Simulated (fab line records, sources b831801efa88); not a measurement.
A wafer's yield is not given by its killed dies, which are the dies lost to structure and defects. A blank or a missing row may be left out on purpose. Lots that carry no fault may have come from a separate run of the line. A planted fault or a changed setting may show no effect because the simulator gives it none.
Chamber matching | flow sky130 | cmp-02 running SKY_VIA4_CMP_21: 4 sister chambers
The step polishes, stops on SiO2, t overpolish 25 s, target thk 0 nm. 27 wafers are shown with their chamber, then 12 later ones without.

## WAFERS, EACH WITH ITS CHAMBER
wafer  | chamber | motor current A (A) | time to endpoint s (s) | overpolish run s (s)
L074.2 | 1       | 9.7                 | 119                    | 24.991
L074.3 | 2       | 9.6                 | 120                    | 24.997
L074.4 | 0       | 11.8                | 119                    | 25.002
L077.1 | 1       | 10.1                | 117                    | 24.997
L077.4 | 2       | 9.2                 | 120                    | 24.993
L077.6 | 0       | 11.0                | 123                    | 25.015
L079.1 | 2       | 9.0                 | 124                    | 25.007
L079.2 | 3       | 10.2                | 119                    | 24.996
L079.6 | 3       | 10.7                | 119                    | 24.999
L080.3 | 1       | 9.7                 | 115                    | 24.995
L080.5 | 2       | 10.0                | 117                    | 25.002
L080.6 | 3       | 10.8                | 117                    | 24.990
L082.1 | 1       | 10.4                | 124                    | 25.015
L082.2 | 0       | 11.9                | 122                    | 24.994
L082.3 | 2       | 10.1                | 124                    | 24.994
L085.1 | 0       | 12.2                | 120                    | 24.984
L085.3 | 3       | 10.9                | 124                    | 24.991
L085.4 | 2       | 9.9                 | 124                    | 25.010
L086.1 | 1       | 10.1                | 119                    | 24.997
L086.3 | 3       | 10.5                | 117                    | 25.006
L086.6 | 1       | 10.5                | 124                    | 24.989
L088.1 | 0       | 11.1                | 125                    | 25.002
L088.3 | 2       | 10.0                | 129                    | 24.997
L088.6 | 2       | 9.7                 | 128                    | 25.013
L090.4 | 3       | 11.1                | 124                    | 25.007
L090.5 | 1       | 9.8                 | 120                    | 25.009
L090.6 | 0       | 12.0                | 122                    | 24.991

SIGNATURES (averages over the wafers above)
reading            | chamber 0 | chamber 1 | chamber 2 | chamber 3 | scatter within a chamber
motor current A    | 11.667    | 10.043    | 9.688     | 10.700    | 0.39
time to endpoint s | 121.83    | 119.71    | 123.25    | 120.00    | 3.36
overpolish run s   | 24.99800  | 24.99900  | 25.00163  | 24.99817  | 0.00883
Rule: a wafer's distance from a chamber is the root of the sum, over the readings, of the square of ((its reading less the chamber's mean) divided by the reading's scatter). If the next closest chamber is less than 2 further off than the closest, the wafer can't be placed; otherwise it belongs to the closest. The scatter: take each reading less its chamber's mean, square it, sum over the shown wafers, divide by the number of wafers less the number of chambers, and take the root.

## WAFERS MISSING THEIR CHAMBER
wafer  | motor current A (A) | time to endpoint s (s) | overpolish run s (s)
L089.1 | 11.4                | 126                    | 24.991
L089.3 | 10.6                | 123                    | 25.013
L089.6 | 10.1                | 125                    | 24.994
L091.3 | 10.1                | 128                    | 25.006
L091.4 | 10.2                | 128                    | 24.998
L091.5 | 9.9                 | 129                    | 25.007
L092.1 | 10.3                | 122                    | 25.008
L092.4 | 10.3                | 127                    | 25.023
L092.5 | 12.1                | 126                    | 24.993
L096.2 | 10.2                | 125                    | 24.988
L096.3 | 12.3                | 124                    | 24.994
L096.5 | 9.8                 | 128                    | 24.999

## THE CHAMBER EACH PASSED THROUGH
wafer  | from the rows above               | in truth
L089.1 | can't be placed: 0 or 3           | 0
L089.3 | can't be placed: 3 or 1 or 2 or 0 | 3
L089.6 | can't be placed: 2 or 1 or 3      | 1
L091.3 | can't be placed: 2 or 1 or 3      | 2
L091.4 | can't be placed: 2 or 1 or 3      | 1
L091.5 | can't be placed: 2 or 1 or 3      | 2
L092.1 | can't be placed: 1 or 3 or 2      | 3
L092.4 | can't be placed: 2 or 1 or 3 or 0 | 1
L092.5 | 0                                 | 0
L096.2 | can't be placed: 1 or 2 or 3 or 0 | 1
L096.3 | 0                                 | 0
L096.5 | can't be placed: 2 or 1 or 3      | 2
Correct placement for 2 of the 12. Cannot be placed on the basis of these rows: 10; the candidates contain the true chamber in 10. Placed wrongly: 0.
